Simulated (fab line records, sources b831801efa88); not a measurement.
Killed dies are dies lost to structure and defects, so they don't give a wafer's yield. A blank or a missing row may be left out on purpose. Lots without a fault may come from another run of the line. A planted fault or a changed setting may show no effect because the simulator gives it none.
Chamber matching | flow sky130 | SKY_VIA3_ETCH_14 on rie_diel-01: 4 sister chambers
The step etches BARC in N2/H2, stops on SiO2, time 45.9 s, target depth 60 nm. 36 wafers are shown with their chamber, then 12 later ones without.

WAFERS WITH THEIR CHAMBER
wafer  | chamber | drypump_motor_current_A (A) | throttle_valve_pct (%) | oes_product_au (a.u.)
L074.2 | 1       | 5.0                         | 13.212                 | 0.857
L074.4 | 3       | 5.3                         | 13.233                 | 0.861
L074.6 | 1       | 5.0                         | 13.212                 | 0.861
L075.1 | 1       | 5.0                         | 13.230                 | 0.858
L075.2 | 2       | 6.5                         | 13.220                 | 0.852
L075.3 | 3       | 5.3                         | 13.224                 | 0.846
L075.4 | 0       | 5.8                         | 13.233                 | 0.861
L075.5 | 0       | 5.9                         | 13.232                 | 0.852
L075.6 | 1       | 5.0                         | 13.237                 | 0.846
L078.1 | 2       | 6.5                         | 13.227                 | 0.853
L078.2 | 0       | 5.9                         | 13.233                 | 0.865
L078.3 | 3       | 5.3                         | 13.227                 | 0.850
L078.4 | 1       | 5.0                         | 13.229                 | 0.861
L078.5 | 2       | 6.5                         | 13.220                 | 0.856
L078.6 | 3       | 5.4                         | 13.229                 | 0.864
L079.2 | 2       | 6.5                         | 13.217                 | 0.854
L079.3 | 1       | 5.1                         | 13.243                 | 0.858
L079.5 | 0       | 5.8                         | 13.221                 | 0.852
L081.2 | 1       | 5.0                         | 13.220                 | 0.860
L081.3 | 0       | 5.9                         | 13.230                 | 0.848
L081.6 | 0       | 5.9                         | 13.206                 | 0.855
L085.1 | 2       | 6.5                         | 13.217                 | 0.854
L085.4 | 3       | 5.3                         | 13.233                 | 0.863
L085.5 | 2       | 6.5                         | 13.229                 | 0.851
L086.1 | 2       | 6.5                         | 13.220                 | 0.859
L086.2 | 3       | 5.4                         | 13.214                 | 0.846
L086.3 | 1       | 5.0                         | 13.216                 | 0.861
L086.4 | 0       | 5.8                         | 13.218                 | 0.855
L086.5 | 1       | 5.0                         | 13.218                 | 0.859
L086.6 | 0       | 5.8                         | 13.229                 | 0.854
L088.1 | 3       | 5.3                         | 13.229                 | 0.853
L088.5 | 3       | 5.3                         | 13.226                 | 0.859
L088.6 | 2       | 6.5                         | 13.206                 | 0.854
L091.2 | 2       | 6.5                         | 13.219                 | 0.857
L091.3 | 1       | 5.0                         | 13.226                 | 0.850
L091.5 | 0       | 5.9                         | 13.215                 | 0.846

SIGNATURES (means of the wafers above)
reading                 | chamber 0 | chamber 1 | chamber 2 | chamber 3 | scatter within a chamber
drypump_motor_current_A | 5.856     | 5.010     | 6.500     | 5.325     | 0.038
throttle_valve_pct      | 13.22411  | 13.22430  | 13.21944  | 13.22687  | 0.00854
oes_product_au          | 0.85422   | 0.85710   | 0.85444   | 0.85525   | 0.00545
Rule: a wafer's distance from a chamber is the root of the sum, over the readings, of the square of ((its reading less the chamber's mean) divided by the reading's scatter). The wafer belongs to the nearest chamber; if the next one is less than 2 further off, it can't be placed. The scatter: the root of (the sum of the squares of (reading less its chamber's mean) over the shown wafers, divided by (wafers less chambers)).

WAFERS WITHOUT THEIR CHAMBER
wafer  | drypump_motor_current_A (A) | throttle_valve_pct (%) | oes_product_au (a.u.)
L092.1 | 5.3                         | 13.229                 | 0.861
L092.2 | 5.1                         | 13.212                 | 0.851
L092.4 | 6.5                         | 13.234                 | 0.853
L094.1 | 5.1                         | 13.237                 | 0.861
L094.4 | 5.9                         | 13.212                 | 0.851
L094.5 | 5.0                         | 13.229                 | 0.859
L095.1 | 5.0                         | 13.224                 | 0.850
L095.5 | 6.5                         | 13.217                 | 0.846
L095.6 | 5.3                         | 13.229                 | 0.855
L096.2 | 5.4                         | 13.229                 | 0.853
L096.3 | 5.9                         | 13.225                 | 0.854
L096.6 | 5.0                         | 13.238                 | 0.856

WHICH CHAMBER EACH WENT THROUGH
wafer  | from the rows above | in truth
L092.1 | 3                   | 3
L092.2 | 1                   | 1
L092.4 | 2                   | 2
L094.1 | 1                   | 1
L094.4 | 0                   | 0
L094.5 | 1                   | 1
L095.1 | 1                   | 1
L095.5 | 2                   | 2
L095.6 | 3                   | 3
L096.2 | 3                   | 3
L096.3 | 0                   | 0
L096.6 | 1                   | 1
Placed correctly: 12 of 12. Can't be placed from these rows: 0. Placed wrongly: 0.
